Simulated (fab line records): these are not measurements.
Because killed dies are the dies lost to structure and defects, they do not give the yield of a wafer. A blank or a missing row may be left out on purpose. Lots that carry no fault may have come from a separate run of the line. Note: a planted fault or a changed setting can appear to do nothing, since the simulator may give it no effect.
fab line records	flow sky130
[record] lots = 10	wafers = 30	last-day = 51
route steps=708 shown RES_PROTECT@214 POLY_GATE@218 LDD_N@248 LI_CONTACT@378
lots with no fault: from the same line, run without faults
start-h: the number of hours between the record's first day and the start of the first shown wafer of the lot	wait-h: time in hours since the lot's previous step	" the same as in the row above	L1.1+2: several wafers, shown together as one row	- value missing, or start not given	* or withheld: withheld	< > ~ a bound
route shown NAME@n: names a module that has steps shown in the file, with the first one's number in the route	usual: the fault-free wafers' mean and standard deviation	same: alike in all rows	chamber/n: place in a boat	sites: each site's reading	_std_site: standard deviation across them	_edge_site: outer sites' mean less inner sites'	radius-mm: for every site, how far away it sits from the centre of the wafer	mask NAME#n: copy n	behind: the last tool/chamber to shape the wafer	hold: reason for holding the lot/hours on hold/outcome of the hold	device: names the non-switching transistor (n, p or np)	end of line: tests run on the same wafers once the route is complete	for a step that has no rows: nothing shown but its recipe	killed: at the first sort, the dies lost to defects and structure; wafer yield is something else	map: dies across one wafer; x = killed, . = not, _ = none there
set.NAME: the run value of the setting; set.NAME@STEP: its run value at that earlier step	model.NAME: the simulator's own value behind a step, which no gauge read
route steps across a sampled set of lots; one table per step, one row per wafer
services: a tool's chamber out of use, with start hour (start-h, from the record's first day; less than 0 if before it), hours out, and reason
[[steps]]
[step SKY_RES_PROTECT_STRIP_07]
[recipe] chemistry = O2/N2	power-w = 1400	pressure-mtorr = 1500	platen-temp-c = withheld	o2-flow-sccm = 3000	n2-flow-sccm = 300	overash-fraction = 0.5
[usual] drypump-motor-current-A = 5.6/0.48	oes-product-au = 0.517/0.0048	strip-time-to-endpoint-s = 23.31/0.052
lot.wafer	tool	chamber	start-h	wait-h	drypump-motor-current-A	oes-product-au	rf-hours-counter-h	strip-time-to-endpoint-s
L451.1	plasma-asher-01	1	326.23	0.1	4.9	0.513	64	23.28
L451.2	"	0	"	"	5.7	0.517	64	23.31
L451.4	"	0	"	"	5.7	0.512	-	23.30
L452.1	plasma-asher-04	0	348.16	0.1	6.1	0.508	53	23.35
L452.3	"	0	"	"	6.1	0.520	-	23.37
L452.6	"	1	"	"	6.2	0.512	-	23.36
L455.2	plasma-asher-02	1	370.53	0.1	5.4	0.520	66	23.31
L455.3	"	1	"	"	5.3	0.516	-	23.28
L455.5	"	0	"	"	5.1	0.524	-	23.31
L454.1	plasma-asher-04	0	374.68	0.1	6.1	0.511	56	23.28
L454.4	"	1	"	"	6.2	0.520	-	23.27
L454.5	"	1	"	"	6.1	0.515	-	23.30
L463.1	plasma-asher-02	0	478.03	0.1	5.1	0.532	3	23.41
L463.4	"	0	"	"	5.1	0.519	-	23.45
L463.6	"	1	"	"	5.4	0.519	-	23.42
L462.1	plasma-asher-04	1	478.33	0.1	6.2	0.524	67	23.31
L462.5	"	1	"	"	6.2	0.522	-	23.30
L462.6	"	0	"	"	6.1	0.517	-	23.35
L466.1	plasma-asher-01	1	479.58	0.1	5.0	0.518	79	23.34
L466.4	"	1	"	"	5.0	0.507	-	23.34
L466.6	"	1	"	"	4.9	0.515	-	23.34
L468.2	plasma-asher-01	0	484.71	0.1	5.7	0.517	80	23.25
L468.4	"	0	"	"	5.8	0.521	-	23.25
L468.5	"	1	"	"	4.9	0.515	-	23.25
L472.3	plasma-asher-01	0	518.52	0.1	5.7	0.523	-	23.27
L472.4	"	1	"	"	4.9	0.517	-	23.25
L472.5	"	0	"	"	5.7	0.522	-	23.28
L474.2	plasma-asher-02	0	542.16	0.1	5.1	0.514	9	23.35
L474.5	"	0	"	"	5.1	0.521	-	23.28
L474.6	"	1	"	"	5.4	0.518	-	23.37
[step SKY_POLY_GATE_THK_MEAS_04]
[recipe] reads = Si3N4_of_POLY_GATE_CVD_03
[usual] POLY_GATE_CVD_03_THK = 74.3/0.78
lot.wafer	tool	chamber	start-h	wait-h	POLY_GATE_CVD_03_THK[nm]
L451.1	film-metro-01	-	328.27	0.0	72.6
L451.2	"	-	"	"	73.0
L451.4	"	-	"	"	72.6
L452.1	film-metro-02	-	351.21	0.0	74.3
L452.3	"	-	"	"	74.4
L452.6	"	-	"	"	74.6
L455.2	film-metro-03	-	372.20	0.0	75.1
L455.3	"	-	"	"	75.0
L455.5	"	-	"	"	75.1
L454.1	film-metro-03	-	378.64	0.0	76.5
L454.4	"	-	"	"	76.7
L454.5	"	-	"	"	76.1
L462.1	film-metro-02	-	480.56	0.0	74.8
L462.5	"	-	"	"	74.5
L462.6	"	-	"	"	74.9
L463.1	film-metro-03	-	480.56	0.0	74.9
L463.4	"	-	"	"	74.7
L463.6	"	-	"	"	75.2
L466.1	film-metro-03	-	483.12	0.0	74.9
L466.4	"	-	"	"	75.5
L466.6	"	-	"	"	74.9
L468.2	film-metro-02	-	486.29	0.0	73.9
L468.4	"	-	"	"	74.2
L468.5	"	-	"	"	74.7
L472.3	film-metro-01	-	520.07	0.0	74.6
L472.4	"	-	"	"	74.3
L472.5	"	-	"	"	74.3
L474.2	film-metro-02	-	543.75	0.0	73.8
L474.5	"	-	"	"	73.3
L474.6	"	-	"	"	73.3
[step SKY_LDD_N_IMPLANT_11]
[recipe] species = As	energy-kev = 20	dose-cm2 = 7.5e+13	tilt-deg = withheld	rotation-deg = 293
[usual] beam-on-s = 10.00/0.18	dose-ions-cm2 = 7.499e+13/8.7e+10	faraday-current-uA = 423/7.7	rotation-deg = 293.00/0.067
lot.wafer	tool	chamber	start-h	wait-h	beam-on-s	dose-ions-cm2	faraday-current-uA	rotation-deg
L451.1	implanter-04	0	385.87	0.1	9.92	7.49e+13	428	292.98
L451.2	"	0	"	"	9.93	7.49e+13	425	293.00
L451.4	"	0	"	"	9.79	7.484e+13	431	293.05
L452.1	implanter-02	0	410.93	0.1	9.91	7.502e+13	427	292.93
L452.3	"	0	"	"	10.01	7.494e+13	423	293.08
L452.6	"	0	"	"	9.81	7.493e+13	432	292.97
L455.2	implanter-01	0	433.65	0.1	10.15	7.504e+13	416	293.03
L455.3	"	0	"	"	10.03	7.487e+13	420	293.17
L455.5	"	0	"	"	9.93	7.499e+13	424	293.05
L454.1	implanter-01	0	440.72	0.1	9.91	7.507e+13	428	292.99
L454.4	"	0	"	"	9.97	7.487e+13	423	292.89
L454.5	"	0	"	"	10.22	7.491e+13	415	292.93
L463.1	implanter-04	0	542.80	0.1	49.17	4.2114e+14	483	292.98
L463.4	"	0	"	"	48.67	4.2125e+14	488	292.98
L463.6	"	0	"	"	49.16	4.2142e+14	484	293.00
L462.1	implanter-04	0	544.03	0.1	48.39	4.2121e+14	494	293.02
L462.5	"	0	"	"	49.74	4.2141e+14	478	293.02
L462.6	"	0	"	"	49.53	4.211e+14	477	293.01
L466.1	implanter-02	0	546.75	0.1	10.14	7.499e+13	419	292.94
L466.4	"	0	"	"	10.01	7.496e+13	424	293.10
L466.6	"	0	"	"	9.99	7.5e+13	423	292.99
L468.2	implanter-01	0	549.57	0.1	10.12	7.502e+13	417	293.03
L468.4	"	0	"	"	10.11	7.501e+13	418	293.08
L468.5	"	0	"	"	10.23	7.515e+13	412	293.03
L472.3	implanter-01	0	583.43	0.1	10.01	7.501e+13	423	292.99
L472.4	"	0	"	"	9.99	7.504e+13	422	292.99
L472.5	"	0	"	"	10.18	7.507e+13	416	292.93
L474.2	implanter-02	0	605.99	0.1	10.12	7.501e+13	418	292.90
L474.5	"	0	"	"	9.73	7.507e+13	435	292.94
L474.6	"	0	"	"	9.95	7.506e+13	423	293.01
[step SKY_LDD_N_STRIP_16]
[recipe] chemistry = O2/N2	power-w = 1400	pressure-mtorr = 1500	platen-temp-c = withheld	o2-flow-sccm = 3000	n2-flow-sccm = 300	overash-fraction = 0.5
[usual] drypump-motor-current-A = 5.7/0.44	oes-product-au = 0.407/0.0045	strip-time-to-endpoint-s = 4.320/0.016
lot.wafer	tool	chamber	start-h	wait-h	drypump-motor-current-A	oes-product-au	rf-hours-counter-h	strip-time-to-endpoint-s
L451.1	plasma-asher-04	1	386.62	0.1	6.2	0.402	57	4.310
L451.2	"	0	"	"	6.1	0.407	57	4.308
L451.4	"	0	"	"	6.1	0.404	-	4.296
L452.1	plasma-asher-03	1	411.68	0.1	5.9	0.407	29	4.349
L452.3	"	0	"	"	5.3	0.403	-	4.323
L452.6	"	0	"	"	5.3	0.403	-	4.332
L455.2	plasma-asher-01	0	434.37	0.1	5.7	0.413	74	4.337
L455.3	"	0	"	"	5.8	0.405	-	4.343
L455.5	"	1	"	"	4.9	0.406	-	4.324
L454.1	plasma-asher-01	1	441.47	0.1	4.9	0.410	75	4.299
L454.4	"	0	"	"	5.8	0.398	-	4.345
L454.5	"	1	"	"	5.0	0.404	-	4.316
L463.1	plasma-asher-01	1	543.55	0.1	5.0	0.404	85	5.186
L463.4	"	0	"	"	5.8	0.404	-	5.165
L463.6	"	0	"	"	5.7	0.407	-	5.168
L462.1	plasma-asher-01	0	544.78	0.1	5.7	0.406	86	5.190
L462.5	"	1	"	"	4.9	0.409	-	5.162
L462.6	"	0	"	"	5.7	0.404	-	5.166
L466.1	plasma-asher-03	0	547.50	0.1	5.3	0.408	43	4.311
L466.4	"	1	"	"	5.9	0.406	-	4.294
L466.6	"	0	"	"	5.3	0.406	-	4.312
L468.2	plasma-asher-03	0	550.30	0.1	5.3	0.407	43	4.317
L468.4	"	1	"	"	5.9	0.401	-	4.311
L468.5	"	0	"	"	5.3	0.405	-	4.313
L472.3	plasma-asher-04	0	584.17	0.1	6.1	0.411	-	4.323
L472.4	"	1	"	"	6.2	0.406	-	4.283
L472.5	"	1	"	"	6.2	0.411	-	4.303
L474.2	plasma-asher-04	0	606.72	0.1	6.1	0.412	80	4.300
L474.5	"	0	"	"	6.1	0.408	-	4.314
L474.6	"	1	"	"	6.1	0.412	-	4.325
[step SKY_LDD_N_TW_MEAS_17]
[usual] LDD_N_TW = 2583/20
lot.wafer	tool	chamber	start-h	wait-h	LDD_N_TW
L451.1	film-metro-04	-	386.72	0.1	2570
L451.2	"	-	"	"	2582
L451.4	"	-	"	"	2589
L452.1	film-metro-02	-	411.78	0.1	2606
L452.3	"	-	"	"	2627
L452.6	"	-	"	"	2616
L455.2	film-metro-03	-	434.48	0.1	2587
L455.3	"	-	"	"	2583
L455.5	"	-	"	"	2579
L454.1	film-metro-04	-	441.57	0.1	2574
L454.4	"	-	"	"	2590
L454.5	"	-	"	"	2582
L463.1	film-metro-02	-	543.65	0.1	2927
L463.4	"	-	"	"	2922
L463.6	"	-	"	"	2925
L462.1	film-metro-04	-	544.88	0.1	2888
L462.5	"	-	"	"	2899
L462.6	"	-	"	"	2887
L466.1	film-metro-04	-	547.60	0.1	2567
L466.4	"	-	"	"	2573
L466.6	"	-	"	"	2562
L468.2	film-metro-03	-	550.41	0.1	2595
L468.4	"	-	"	"	2591
L468.5	"	-	"	"	2594
L472.3	film-metro-03	-	584.25	0.1	2602
L472.4	"	-	"	"	2588
L472.5	"	-	"	"	2587
L474.2	film-metro-04	-	606.83	0.1	2555
L474.5	"	-	"	"	2551
L474.6	"	-	"	"	2561
[step SKY_LI_CONTACT_STRIP_16]
[recipe] chemistry = O2/N2	power-w = 1400	pressure-mtorr = 1500	platen-temp-c = withheld	o2-flow-sccm = 3000	n2-flow-sccm = 300	overash-fraction = 0.5
[usual] drypump-motor-current-A = 5.7/0.4	oes-product-au = 0.375/0.005	strip-time-to-endpoint-s = 3.491/0.026
lot.wafer	tool	chamber	start-h	wait-h	drypump-motor-current-A	oes-product-au	rf-hours-counter-h	strip-time-to-endpoint-s
L451.1	plasma-asher-02	1	659.15	-	5.3	0.373	21	3.483
L451.2	"	0	"	"	5.1	0.374	21	3.465
L451.4	"	0	"	"	5.1	0.366	-	3.470
L452.1	plasma-asher-02	0	684.78	-	5.1	0.382	23	3.491
L452.3	"	1	"	"	5.4	0.379	-	3.556
L452.6	"	0	"	"	5.1	0.383	-	3.480
L455.2	plasma-asher-04	0	707.63	-	6.2	0.373	90	3.457
L455.3	"	1	"	"	6.1	0.373	-	3.507
L455.5	"	1	"	"	6.1	0.377	-	3.453
L454.1	plasma-asher-02	1	713.01	-	5.4	0.376	26	3.492
L454.4	"	0	"	"	5.1	0.374	-	3.463
L454.5	"	1	"	"	5.4	0.372	-	3.506
L463.1	plasma-asher-03	0	802.91	-	5.3	0.367	68	3.508
L463.4	"	1	"	"	5.9	0.378	-	3.513
L463.6	"	0	"	"	5.3	0.376	-	3.531
L462.1	plasma-asher-04	1	803.68	-	6.1	0.384	100	3.528
L462.5	"	0	"	"	6.1	0.364	-	3.519
L462.6	"	1	"	"	6.1	0.379	-	3.516
L466.1	plasma-asher-03	1	808.70	-	5.9	0.376	69	3.457
L466.4	"	1	"	"	5.9	0.371	-	3.500
L466.6	"	1	"	"	6.0	0.378	-	3.530
L468.2	plasma-asher-04	0	809.65	-	6.1	0.382	100	3.501
L468.4	"	0	"	"	6.2	0.378	-	3.475
L468.5	"	0	"	"	6.1	0.374	-	3.490
L472.3	plasma-asher-02	0	838.45	-	5.1	0.364	-	3.483
L472.4	"	1	"	"	5.4	0.382	-	3.509
L472.5	"	0	"	"	5.1	0.375	-	3.497
L474.2	plasma-asher-02	0	860.51	-	5.1	0.374	42	3.470
L474.5	"	1	"	"	5.4	0.373	-	3.468
L474.6	"	0	"	"	5.1	0.375	-	3.487
[[services]]
tool	chamber	start-h	hours	kind
plasma-asher-02	-	317.88	5.0	repair
implanter-04	-	326.33	1.4	repair
implanter-04	-	327.69	4.9	pm
implanter-02	-	330.83	3.2	repair
plasma-asher-01	-	346.97	1.5	repair
plasma-asher-02	-	357.40	0.4	repair
implanter-02	-	390.66	4.0	pm
plasma-asher-02	-	411.99	16.5	repair
implanter-01	-	426.40	1.6	repair
plasma-asher-02	-	428.52	9.0	pm
plasma-asher-02	-	431.02	0.7	repair
implanter-01	-	437.83	2.1	repair
plasma-asher-02	-	462.08	4.4	repair
plasma-asher-02	-	480.30	1.3	repair
plasma-asher-02	-	484.22	0.6	repair
implanter-01	-	526.18	19.2	repair
implanter-01	-	545.43	3.0	pm
plasma-asher-04	-	563.93	1.2	repair
implanter-01	-	571.97	2.0	repair
plasma-asher-03	-	582.46	0.4	repair
plasma-asher-01	-	733.75	9.0	pm
implanter-01	-	768.48	2.9	pm
plasma-asher-04	-	791.32	0.8	repair
plasma-asher-04	-	829.35	28.1	pm
[[key]]
[first-sign] step = SKY_LDD_N_IMPLANT_11	reading = dose-ions-cm2	direction = up	sigmas = 99+	usual = *	struck = *
[effect] step = SKY_LDD_N_IMPLANT_11	reading = beam-on-s	direction = up	sigmas = 99+	usual = 10.00	struck = 49.11
[effect] step = SKY_LDD_N_STRIP_16	reading = strip-time-to-endpoint-s	direction = up	sigmas = 53	usual = *	struck = *
[effect] step = SKY_LDD_N_TW_MEAS_17	reading = LDD_N_TW	direction = up	sigmas = 16	usual = 2583	struck = 2908
met-at SKY_LDD_N_IMPLANT_11
struck-lots L462,L463
tester-left-out L462,L463
not-acting-at SKY_RES_PROTECT_STRIP_07,SKY_POLY_GATE_THK_MEAS_04,SKY_LI_CONTACT_STRIP_16
onset-between 385.87 542.80
[fault] kind = process-parameter-drift	tool = implanter-04	chamber = -	onset-h = 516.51	steps = SKY_LDD_N_IMPLANT_11	channel = dose-cm2	offset = *	shape = step	end-h = 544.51	acts-in = *	stated = *
// tester-left-out: of these lots the tester's yield and bins aren't shown, on N5 and GAA mostly nor the transistor test; their killed dies are dies lost to structure and defects alone, not to doping, threshold or leakage, so they don't give the yield
